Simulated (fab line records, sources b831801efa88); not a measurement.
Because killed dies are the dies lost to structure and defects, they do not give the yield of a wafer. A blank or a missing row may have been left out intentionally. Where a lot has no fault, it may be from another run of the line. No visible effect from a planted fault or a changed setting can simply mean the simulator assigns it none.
What tool caused it? | flow gf180mcu | route of 602 steps, sampled at 1 step: 12 lots, 36 wafers

## WHAT EACH GAUGE READ, for each wafer
GF_M1_OVL_MEAS_15.
lot  | measured     | on         | M1_OVL (nm)
L075 | day 17 10:33 | overlay-02 | 2 -1 -1
L077 | day 17 18:35 | overlay-02 | 0 2 1
L079 | day 18 19:17 | overlay-01 | 6 -1 4
L081 | day 19 17:01 | overlay-01 | 4 -3 3
L083 | day 20 10:55 | overlay-02 | -3 -4 -6
L085 | day 21 13:34 | overlay-01 | 6 -2 -7
L087 | day 21 21:45 | overlay-01 | -1 0 -13
L089 | day 22 20:01 | overlay-02 | 1 -2 0
L091 | day 23 09:06 | overlay-02 | 10 5 4
L093 | day 23 22:49 | overlay-01 | 3 1 3
L095 | day 24 12:35 | overlay-02 | -6 -6 -5
L097 | day 25 03:25 | overlay-01 | -6 0 3

## WHICH TOOL RAN EACH LOT (tool, then ch and the chambers of the sampled wafers, then the start)
No process step before these readings appears in the record.

## THE ANSWER, worked out from the rows above alone
Rule: what is usual is taken from the lots themselves. The widest of any qualifying gaps counts: lots, ordered by their means at a reading, are off when they make up no more than a third of the lots, leave a main group of 4 or more, and stand apart from it by 3 or more times the standard deviation of that group's means. A main group is skipped when, at the precision printed for the reading in the tables above, its means are all equal. A lot without any number at a reading at which 4 lots or more have one is off too. Any other lot the step has rows for is counted as sound.
Across all readings shown, no lot is off: no conclusion can be drawn from this.

## WHAT THE SIMULATOR HAD PUT IN
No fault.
